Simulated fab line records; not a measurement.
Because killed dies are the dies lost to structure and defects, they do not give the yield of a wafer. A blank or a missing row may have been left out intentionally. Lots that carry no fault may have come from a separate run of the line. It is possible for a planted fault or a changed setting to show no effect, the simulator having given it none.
Struck lot and sound lot, side by side / flow sky130 / 14 out of 708 route steps
Sound: these wafers, L382.3, L382.4, L382.5. Struck: wafers L392.1, L392.2, L392.4. The cause is given at the end.
For every step that has rows: the tool of each side, followed by ch and its chambers, followed by its first start. Under that, the readings that differ: sound wafers / struck wafers / difference of the means / sigmas: that difference in standard deviations of wafers without a fault.
alike: words and numbers the same on both sides, and readings whose means are apart by under 2 such deviations; not compared: readings that were withheld, readings missing a value for some wafer, numbers with overlapping values and no deviation given by the record, and bounds like >300 which may hide the same value.
Wherever a step has rows on one side only, a row that says differs or no value, or a row with sigmas, the two part there. Numbers that don't overlap but have no deviation are shown without sigmas and don't part them. A reading that every wafer of one side lacks parts them only if that side has two wafers or more.

first, 1 step without rows for these wafers: SKY_VT_ADJUST_NCORE_DEVELOP_06 (develop time 60 s).
SKY_VT_ADJUST_NCORE_CD_MEAS_07 targets a cd of 380 nm.
  struck on cd sem-02, day 13 17:31; sound on cd sem-01, day 10 15:11
  alike: cd nm
SKY_VT_ADJUST_NCORE_OVL_MEAS_08:
  struck on overlay-02, day 13 17:38; sound on overlay-02, day 10 15:16
  alike: VT_ADJUST_NCORE_OVL
next, for these wafers, 1 step has no rows: SKY_VT_ADJUST_NCORE_IMPLANT_09.
SKY_VT_ADJUST_NCORE_STRIP_10: strips in O2/N2.
  sound on plasma asher-02 ch 0,1, day 10 15:29; struck on plasma asher-03 ch 0,1, day 13 17:49
reading=strip time to endpoint s (s); sound=14.26 14.27 14.29; struck=14.15 14.16 14.13; difference=-0.13; sigmas=-3
  alike: drypump motor current A, oes product au
  not compared: rf hours counter h
SKY_VT_ADJUST_NCORE_TW_MEAS_11:
  struck on film metro-01, day 13 17:55; sound on film metro-01, day 10 15:34
  alike: VT_ADJUST_NCORE_TW
then, 6 steps without rows for these wafers: SKY_VT_ADJUST_HVTR_DEHYDRATE_00 (time 60 s); SKY_VT_ADJUST_HVTR_HMDS_01 (prime time 60 s); SKY_VT_ADJUST_HVTR_COAT_02 (resist thk 1140 nm); SKY_VT_ADJUST_HVTR_SOFTBAKE_03 (time 60 s); SKY_VT_ADJUST_HVTR_EXPOSE_04 (exposes mask HVTRM, target cd 380 nm); SKY_VT_ADJUST_HVTR_PEB_05.
SKY_VT_ADJUST_HVTR_DEVELOP_06: develop time 60 s.
  struck on litho track-02, day 14 19:12; sound on litho track-03 ch 0, day 11 14:47
  no value came back on the struck wafers for chill plate temp C (C), develop time s (s); on the sound wafers chill plate temp C (C) reads 22.94 22.95 23.03
SKY_VT_ADJUST_HVTR_CD_MEAS_07 targets a cd of 380 nm.
  struck on cd sem-01, day 14 19:21; sound on cd sem-02, day 11 14:55
reading=cd nm (nm); sound=376.4 379.0 379.7; struck=- - -; difference=no value on the struck wafers; sigmas=

## WHERE THEY PART
Earliest at SKY_VT_ADJUST_NCORE_STRIP_10; latest, in this record, at SKY_VT_ADJUST_HVTR_CD_MEAS_07.

WHY: what the simulator had put in
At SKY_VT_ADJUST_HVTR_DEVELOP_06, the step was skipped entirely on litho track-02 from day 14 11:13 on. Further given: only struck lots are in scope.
